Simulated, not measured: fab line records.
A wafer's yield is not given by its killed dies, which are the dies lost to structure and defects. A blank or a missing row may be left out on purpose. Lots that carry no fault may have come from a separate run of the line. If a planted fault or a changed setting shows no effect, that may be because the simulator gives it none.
The tool behind it: which one?	flow gf180mcu	13 lots with 39 wafers sampled at 2 steps, on a route of 602 steps

WHAT THE GAUGES READ, wafer by wafer
GF_VT_IMPLANT_RS_MEAS_49: measurement is done with a four-point probe.
lot	measured	on	MVPSD_RS (ohm/sq)
L202	day 7 15:25	film_metro-04	1166 1170 1169
L203	day 7 20:55	film_metro-01	1164 1168 1169
L204	day 8 01:55	film_metro-01	1166 1171 1168
L209	day 9 13:50	film_metro-02	1168 1169 1171
L210	day 9 18:22	film_metro-02	1162 1158 1160
L211	day 10 01:02	film_metro-02	1163 1163 1163
L212	day 10 09:22	film_metro-01	1165 1167 1166
L214	day 10 22:26	film_metro-02	1169 1167 1167
L215	day 11 06:14	film_metro-02	1162 1165 1164
L220	day 12 16:38	film_metro-04	1194 1191 1193
L221	day 12 22:14	film_metro-02	1186 1191 1190
L224	day 13 19:49	film_metro-02	1162 1170 1165
L225	day 14 03:31	film_metro-01	1170 1170 1169

WHICH TOOL RAN EACH LOT (tool, then ch and the chambers of the sampled wafers, then the start)
lot	GF_MVPSD_IMPLANT_08
L202	implanter-03 ch 0, day 5 02:41
L203	implanter-03 ch 0, day 5 06:53
L204	implanter-02 ch 0, day 5 12:02
L209	implanter-04 ch 0, day 6 18:58
L210	implanter-04 ch 0, day 6 23:15
L211	implanter-04 ch 0, day 7 05:49
L212	implanter-02 ch 0, day 7 12:53
L214	implanter-02 ch 0, day 8 00:28
L215	implanter-03 ch 0, day 8 06:40
L220	implanter-03 ch 0, day 9 13:14
L221	implanter-03 ch 0, day 9 17:56
L224	implanter-02 ch 0, day 10 12:53
L225	implanter-04 ch 0, day 10 18:11
- GF_MVPSD_IMPLANT_08

AS READ BY THE TOOLS THEMSELVES (means over the sampled wafers that have a number; for cases with no such wafer, the mark the record gives instead)
GF_MVPSD_IMPLANT_08.
lot	tool	beam_energy_keV
L202	implanter-03	170.06
L203	implanter-03	170.01
L204	implanter-02	170.06
L209	implanter-04	170.09
L210	implanter-04	169.97
L211	implanter-04	169.98
L212	implanter-02	170.08
L214	implanter-02	170.05
L215	implanter-03	170.01
L220	implanter-03	153.04
L221	implanter-03	153.13
L224	implanter-02	170.00
L225	implanter-04	169.98

THE ANSWER, worked out from the rows above alone
Rule: the usual values come from the lots themselves. The widest of any qualifying gaps counts: lots, ordered by their means at a reading, are off when they make up no more than a third of the lots, leave a main group of 4 or more, and stand apart from it by 3 or more times the standard deviation of that group's means. If all means in a main group match to the digits the tables above print for the reading, that group is not used. A lot without any number at a reading at which 4 lots or more have one is off too. Where the step has rows for the other lots, those lots are counted as sound. After the gauges, taken in route order, come the tools' own readings; for these a lot's mean is taken, as printed above. At the first step where some lot is off, the reading lying furthest off is the one used; lots without a number count as furthest.
Off: at GF_VT_IMPLANT_RS_MEAS_49 (MVPSD_RS), L220, L221. Main group: mean 1166 ohm/sq, sd 2.8.
A tool fits if, at a process step before that reading, it ran every lot that is off, and no sound lot after the first of them. Not tried: the gauges at GF_VT_IMPLANT_RS_MEAS_49; whatever is off there is also off at GF_MVPSD_IMPLANT_08, on other tools, and gauge error can't account for it. One fits: implanter-03 at GF_MVPSD_IMPLANT_08. Its last sound lot is L215 (day 8 06:40), its first lot that is off L220 (day 9 13:14): a fault that began between those two fits.
On the lots that are off, the tool's own readings at GF_MVPSD_IMPLANT_08 differ by more than 5 times the standard deviation of the sound lots' means, which bears it out; beam_energy_keV reads 153.08 there versus 170.03 on the sound lots.

WHAT THE SIMULATOR PUT IN
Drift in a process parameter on implanter-03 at GF_MVPSD_IMPLANT_08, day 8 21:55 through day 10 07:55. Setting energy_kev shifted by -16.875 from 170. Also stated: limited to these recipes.
Struck lots among those shown: L220, L221. The rule given above showed the same thing.
